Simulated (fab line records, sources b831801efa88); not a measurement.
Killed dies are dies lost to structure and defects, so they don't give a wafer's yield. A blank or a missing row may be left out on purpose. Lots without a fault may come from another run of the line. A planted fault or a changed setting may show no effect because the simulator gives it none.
Which tool did it? | flow sky130 | 15 lots, 45 wafers sampled, at 5 steps of a route of 708

WHAT THE GAUGES READ, wafer by wafer
SKY_FIELD_ISO_THK_MEAS_23. Usual: FIELD_ISO_OXIDATION_01_THK 10.14 nm, standard deviation 0.18.
lot  | measured    | on            | FIELD_ISO_OXIDATION_01_THK (nm) | flag
L732 | day 2 14:49 | film_metro-01 | 9.77 10.16 10.02                |
L733 | day 2 18:29 | film_metro-01 | 10.16 10.18 9.98                |
L734 | day 2 23:50 | film_metro-03 | 10.30 10.36 10.33               |
L735 | day 3 04:48 | film_metro-01 | 9.88 9.84 9.82                  |
L737 | day 3 14:05 | film_metro-03 | 9.84 9.94 10.03                 |
L738 | day 3 20:02 | film_metro-03 | 10.01 9.96 9.88                 |
L739 | day 3 23:56 | film_metro-01 | 10.08 10.24 10.26               |
L740 | day 4 08:08 | film_metro-04 | 10.16 10.08 10.20               |
L741 | day 4 12:12 | film_metro-01 | 10.22 10.40 10.29               |
L745 | day 5 08:28 | film_metro-04 | 10.24 10.30 10.36               |
L746 | day 5 18:41 | film_metro-01 | 10.12 10.13 10.20               |
L747 | day 5 18:41 | film_metro-03 | 10.17 10.27 10.20               |
L749 | day 6 06:10 | film_metro-01 | 10.02 10.07 10.27               |
L750 | day 6 11:07 | film_metro-04 | 10.57 10.46 10.42               |
L753 | day 7 01:46 | film_metro-03 | 10.20 10.12 10.10               |

SKY_VT_ADJUST_HVTP_CD_MEAS_07: target cd 380 nm. Usual: cd_nm 379.3 nm, standard deviation 2.4.
lot  | measured     | on        | cd_nm (nm)        | flag
L732 | day 6 10:44  | cd_sem-01 | 381.4 381.1 379.8 |
L733 | day 6 14:33  | cd_sem-02 | 373.4 374.8 375.1 |
L734 | day 6 22:28  | cd_sem-02 | 377.6 379.2 383.1 |
L735 | day 7 04:51  | cd_sem-02 | 380.4 379.7 378.6 |
L737 | day 7 15:20  | cd_sem-02 | 375.0 376.8 377.0 |
L738 | day 7 21:51  | cd_sem-01 | 382.4 380.3 382.3 |
L739 | day 8 03:30  | cd_sem-02 | 376.9 376.1 378.6 |
L740 | day 8 15:18  | cd_sem-02 | 381.8 384.9 383.4 |
L741 | day 8 15:38  | cd_sem-01 | 380.0 377.6 377.1 |
L745 | day 9 22:32  | cd_sem-02 | 378.7 380.4 378.3 |
L746 | day 10 07:18 | cd_sem-01 | 344.4 346.4 343.0 | OFF
L747 | day 10 08:40 | cd_sem-01 | 343.5 341.0 342.2 | OFF
L749 | day 10 22:16 | cd_sem-01 | 356.4 356.5 356.2 | OFF
L750 | day 11 01:29 | cd_sem-01 | 383.4 382.1 383.5 |
L753 | day 11 19:35 | cd_sem-01 | 382.0 381.4 384.5 |

SKY_VT_ADJUST_LVTN_OVL_MEAS_07. Usual: VT_ADJUST_LVTN_OVL 0.7 nm, standard deviation 1.3.
lot  | measured     | on         | VT_ADJUST_LVTN_OVL (nm) | flag
L732 | day 7 05:47  | overlay-02 | -1.0 -0.4 -0.8          |
L733 | day 7 09:54  | overlay-01 | 2.1 2.8 1.6             |
L734 | day 7 17:57  | overlay-01 | 2.5 1.4 2.0             |
L735 | day 8 00:36  | overlay-01 | 2.3 3.0 3.7             |
L737 | day 8 11:27  | overlay-01 | -0.2 2.5 3.2            |
L738 | day 8 17:42  | overlay-02 | 1.7 1.2 1.8             |
L739 | day 9 00:15  | overlay-01 | 0.7 1.0 0.3             |
L740 | day 9 12:13  | overlay-01 | 2.9 3.0 3.6             |
L741 | day 9 12:35  | overlay-02 | 0.2 -0.8 -0.4           |
L745 | day 10 21:37 | overlay-02 | -1.0 -1.4 -0.6          |
L746 | day 11 05:49 | overlay-02 | 0.5 -1.9 -0.3           |
L747 | day 11 06:58 | overlay-02 | -0.1 -0.8 0.9           |
L749 | day 11 21:13 | overlay-02 | 1.4 1.4 1.3             |
L750 | day 12 00:22 | overlay-01 | 0.5 2.2 1.7             |
L753 | day 12 20:13 | overlay-02 | 1.9 0.6 0.9             |

WHICH TOOL RAN EACH LOT (tool, then ch and the chambers of the sampled wafers, then the start)
lot  | SKY_NWELL_STRIP_14                  | SKY_VT_ADJUST_HVTP_EXPOSE_04
L732 | plasma_asher-01 ch 0,1, day 4 22:07 | iline_stepper-02 ch 0, day 6 01:15
L733 | plasma_asher-03 ch 0,1, day 5 02:44 | iline_stepper-02 ch 0, day 6 05:30
L734 | plasma_asher-03 ch 0,1, day 5 09:47 | iline_stepper-02 ch 0, day 6 13:25
L735 | plasma_asher-03 ch 0,1, day 5 15:38 | iline_stepper-02 ch 0, day 6 19:20
L737 | plasma_asher-04 ch 0,1, day 6 00:19 | iline_stepper-01 ch 0, day 7 05:35
L738 | plasma_asher-01 ch 0,1, day 6 07:05 | iline_stepper-01 ch 0, day 7 11:56
L739 | plasma_asher-01 ch 0,1, day 6 11:52 | iline_stepper-02 ch 0, day 7 17:20
L740 | plasma_asher-03 ch 0,1, day 6 23:20 | iline_stepper-01 ch 0, day 8 05:38
L741 | plasma_asher-01 ch 0,1, day 6 23:24 | iline_stepper-02 ch 0, day 8 06:18
L745 | plasma_asher-04 ch 0,1, day 8 04:07 | iline_stepper-01 ch 0, day 9 11:31
L746 | plasma_asher-04 ch 0,1, day 8 12:01 | iline_stepper-02 ch 0, day 9 20:17
L747 | plasma_asher-04 ch 0,1, day 8 13:00 | iline_stepper-02 ch 0, day 9 22:16
L749 | plasma_asher-03 ch 0,1, day 9 00:57 | iline_stepper-02 ch 0, day 10 10:59
L750 | plasma_asher-03 ch 0,1, day 9 04:10 | iline_stepper-01 ch 0, day 10 14:02
L753 | plasma_asher-04 ch 0,1, day 9 22:05 | iline_stepper-01 ch 0, day 11 07:39
- SKY_NWELL_STRIP_14: strips in O2/N2.
- SKY_VT_ADJUST_HVTP_EXPOSE_04: exposes mask HVTPM, target cd 380 nm.

WHAT THE TOOLS THEMSELVES READ (means of the sampled wafers that have a number; where no wafer has one, the mark that the record gives instead)
SKY_NWELL_STRIP_14. Usual: chamber_pressure_mTorr 1500.2 mTorr, standard deviation 1.4; drypump_motor_current_A 5.8 A, standard deviation 0.6; oes_product_au 0.723 a.u., standard deviation 0.0048; strip_time_to_endpoint_s 36.93 s, standard deviation 0.092.
lot  | tool            | chamber_pressure_mTorr (mTorr) | drypump_motor_current_A (A) | oes_product_au (a.u.) | strip_time_to_endpoint_s (s) | flag
L732 | plasma_asher-01 | 1499.8                         | 6.0                         | 0.724                 | 36.95                        |
L733 | plasma_asher-03 | 1500.5                         | 6.5                         | 0.721                 | 36.90                        |
L734 | plasma_asher-03 | 1499.6                         | 6.1                         | 0.722                 | 37.02                        |
L735 | plasma_asher-03 | 1500.7                         | 6.4                         | 0.722                 | 36.96                        |
L737 | plasma_asher-04 | 1499.3                         | 5.3                         | 0.723                 | 36.93                        |
L738 | plasma_asher-01 | 1499.2                         | 6.0                         | 0.717                 | 36.89                        |
L739 | plasma_asher-01 | 1500.3                         | 5.7                         | 0.723                 | 37.01                        |
L740 | plasma_asher-03 | 1500.6                         | 6.1                         | 0.725                 | 36.91                        |
L741 | plasma_asher-01 | 1499.4                         | 6.0                         | 0.728                 | 36.85                        |
L745 | plasma_asher-04 | 1501.0                         | 5.1                         | 0.721                 | 36.89                        |
L746 | plasma_asher-04 | 1500.3                         | 5.1                         | 0.725                 | 36.99                        |
L747 | plasma_asher-04 | 1501.6                         | 5.3                         | 0.718                 | 36.92                        |
L749 | plasma_asher-03 | 1499.3                         | 6.1                         | 0.725                 | 37.06                        |
L750 | plasma_asher-03 | 1500.6                         | 6.4                         | 0.725                 | 36.89                        |
L753 | plasma_asher-04 | 1500.0                         | 5.1                         | 0.722                 | 37.02                        |

SKY_VT_ADJUST_HVTP_EXPOSE_04. Usual: exposure_dose_mJ_cm2 141.60, standard deviation 0.13.
lot  | tool             | exposure_dose_mJ_cm2 | flag
L732 | iline_stepper-02 | 141.66               |
L733 | iline_stepper-02 | 141.63               |
L734 | iline_stepper-02 | 141.75               |
L735 | iline_stepper-02 | 141.67               |
L737 | iline_stepper-01 | 141.53               |
L738 | iline_stepper-01 | 141.62               |
L739 | iline_stepper-02 | 141.49               |
L740 | iline_stepper-01 | 141.50               |
L741 | iline_stepper-02 | 141.69               |
L745 | iline_stepper-01 | 141.45               |
L746 | iline_stepper-02 | 124.62               | OFF
L747 | iline_stepper-02 | 124.59               | OFF
L749 | iline_stepper-02 | 131.12               | OFF
L750 | iline_stepper-01 | 141.48               |
L753 | iline_stepper-01 | 141.55               |

THE ANSWER, worked out from the rows above alone
Rule: a lot is off if the mean of its wafers that have a number lies more than 3 standard deviations from the usual mean. A lot without any number at a reading at which 4 lots or more have one is off too. The other lots that the step has rows for count as sound. The gauges are gone through in route order, then the tools' own readings, and for those a lot's mean is taken as printed above. The first step at which some lot is off is used, and at that step the reading that is off furthest; a lot without a number counts as furthest.
Off: L746, L747, L749, at SKY_VT_ADJUST_HVTP_CD_MEAS_07 (cd_nm).
A tool fits if, at a process step before that reading, it ran every lot that is off, and no sound lot after the first of them. The gauges at SKY_VT_ADJUST_HVTP_CD_MEAS_07 aren't tried: what is off there is off at SKY_VT_ADJUST_HVTP_EXPOSE_04 too, on other tools, and a gauge's error can't cause that. One fits: iline_stepper-02 at SKY_VT_ADJUST_HVTP_EXPOSE_04. Its last sound lot is L741 (day 8 06:18), its first lot that is off L746 (day 9 20:17): a fault that began between those two fits.
The tool's own readings at SKY_VT_ADJUST_HVTP_EXPOSE_04 bear it out: on the lots that are off they differ by more than 5 times the standard deviation of the sound lots' means. exposure_dose_mJ_cm2 reads 126.78 there against 141.59 on the sound lots.

WHAT THE SIMULATOR HAD PUT IN
Process parameter drift: iline_stepper-02, from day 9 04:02 on, at SKY_VT_ADJUST_HVTP_EXPOSE_04. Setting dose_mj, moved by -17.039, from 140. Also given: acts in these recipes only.
Lots struck among those shown: L746, L747, L749. The rule above found the same.
